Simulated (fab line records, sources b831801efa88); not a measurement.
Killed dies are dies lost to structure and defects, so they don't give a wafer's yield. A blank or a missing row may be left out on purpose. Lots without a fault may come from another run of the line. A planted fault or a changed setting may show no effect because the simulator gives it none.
Chamber matching | flow gf180mcu | GF_CONTACT_CMP_04 on cmp-02: 4 sister chambers
The step polishes SiO2. 8 wafers are shown with their chamber, then 7 later ones without.

WAFERS WITH THEIR CHAMBER
wafer  | chamber | motor_current_A (A) | time_to_endpoint_s (s)
L789.5 | 1       | 12.8                | 110
L790.3 | 1       | 13.9                | 102
L790.4 | 3       | 11.1                | 116
L793.2 | 2       | 9.8                 | 112
L793.4 | 0       | 14.1                | 117
L793.5 | 0       | 14.2                | 113
L799.1 | 3       | 10.5                | 119
L799.2 | 2       | 10.3                | 113

WAFERS WITHOUT THEIR CHAMBER
wafer  | motor_current_A (A) | time_to_endpoint_s (s)
L799.5 | 9.8                 | 120
L800.2 | 12.9                | 106
L800.3 | 10.4                | 108
L800.6 | 12.5                | 113
L803.2 | 9.6                 | 121
L803.4 | 13.4                | 124
L803.5 | 9.7                 | 128

WHICH CHAMBER EACH WENT THROUGH
wafer  | from the rows above          | in truth
L799.5 | can't be placed: 3 or 2      | 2
L800.2 | 1                            | 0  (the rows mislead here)
L800.3 | can't be placed: 2 or 3      | 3
L800.6 | can't be placed: 1 or 0 or 3 | 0
L803.2 | can't be placed: 2 or 3      | 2
L803.4 | 0                            | 0
L803.5 | can't be placed: 3 or 2      | 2
Placed correctly: 1 of 7. Can't be placed from these rows: 5 (the true chamber is among the candidates in 5). Placed wrongly: 1.
How it was worked out, from the rows above alone: a wafer's distance from a chamber is the root of the sum, over the readings, of the square of ((its reading less the chamber's mean) divided by the reading's scatter). The wafer belongs to the nearest chamber; if the next one is less than 2 further off, it can't be placed. A chamber's mean is the mean of its shown wafers. The scatter: the root of (the sum of the squares of (reading less its chamber's mean) over the shown wafers, divided by (wafers less chambers)).
